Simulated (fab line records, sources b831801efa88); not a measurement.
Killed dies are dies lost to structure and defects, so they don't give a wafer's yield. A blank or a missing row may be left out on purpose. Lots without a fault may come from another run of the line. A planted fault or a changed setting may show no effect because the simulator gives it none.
One fault seen from 2 desks | flow sky130 | each desk has only its own numbers; what lay behind them comes last

THE METROLOGY DESK
What the gauges read, lot by lot, whatever tool the lot ran on: means of the sampled wafers that have a number. A lot is out of limits, marked OUT, if its mean lies more than 4 standard deviations from the usual mean; the brackets give that distance.
Columns: A = VT_ADJUST_NCORE_OVL at SKY_VT_ADJUST_NCORE_OVL_MEAS_08, usual -0.7 nm
lot  | first seen here | A
L201 | day 9 00:55     | 2.5
L202 | day 9 02:58     | -1.8
L204 | day 9 12:40     | -0.7
L205 | day 9 22:18     | -0.4
L210 | day 11 08:58    | -1.3
L211 | day 11 16:04    | -0.3
L213 | day 12 06:03    | -1.7
L214 | day 12 11:52    | -0.7
L215 | day 12 16:21    | -0.3
L218 | day 13 14:22    | -0.8
L221 | day 14 12:36    | -3.3
L222 | day 15 00:43    | 0.5
L224 | day 15 13:55    | -0.5
This desk's finding: nothing out of limits on any of the 13 lots.

THE TOOL OWNER'S DESK: implanter-01
The tool's own readings at SKY_LDD_N_IMPLANT_08: means of the sampled wafers that have a number, for each lot that ran on this tool. A lot is out of limits, marked OUT, if its mean lies more than 4 standard deviations from the usual mean; the brackets give that distance.
Columns: A = beam_on_s at SKY_LDD_N_IMPLANT_08, usual 10.03 s; B = end_station_pressure_torr at SKY_LDD_N_IMPLANT_08, usual 5.31e-06 Torr; C = faraday_current_uA at SKY_LDD_N_IMPLANT_08, usual 421
lot  | first seen here | A                | B                          | C
L201 | day 18 10:07    | 10.19            | 5.69e-06                   | 415
L204 | day 19 08:18    | 10.05            | 5.48e-06                   | 421
L205 | day 19 20:14    | 9.93             | 5.17e-06                   | 426
L211 | day 21 18:59    | 10.25            | 5.31e-06                   | 412
L218 | day 23 22:14    | 9.94             | 5.24e-06                   | 425
L222 | day 25 12:44    | 11.75 (+9.0) OUT | 9.09e-05 (+99 or more) OUT | 357 (-8.0) OUT
L224 | day 26 01:17    | 11.70 (+8.8) OUT | 8.67e-05 (+99 or more) OUT | 358 (-7.8) OUT
This desk's finding: out of limits on L222, L224; first on L222, day 25 12:44 (beam_on_s at SKY_LDD_N_IMPLANT_08). In limits: L201, L204, L205, L211, L218.

PUT TOGETHER
The tool owner's desk could have raised an alarm at day 25 12:44, on L222, L224.
The metrology desk saw nothing out of limits.
The metrology desk has L222, L224 on record, within its limits.
Of the lots named, all ran SKY_LDD_N_IMPLANT_08 on implanter-01.

WHAT THE SIMULATOR HAD PUT IN
Process parameter drift: implanter-01, from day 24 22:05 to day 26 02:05, at SKY_LDD_N_IMPLANT_08. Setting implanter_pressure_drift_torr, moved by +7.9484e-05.
Process parameter drift: implanter-01, from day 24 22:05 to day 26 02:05, at SKY_LDD_N_IMPLANT_08. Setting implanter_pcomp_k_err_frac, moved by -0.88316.
Lots struck among those shown: L222, L224.
Hours from the fault's start to each desk's first reading out of limits: the tool owner's desk, 15.
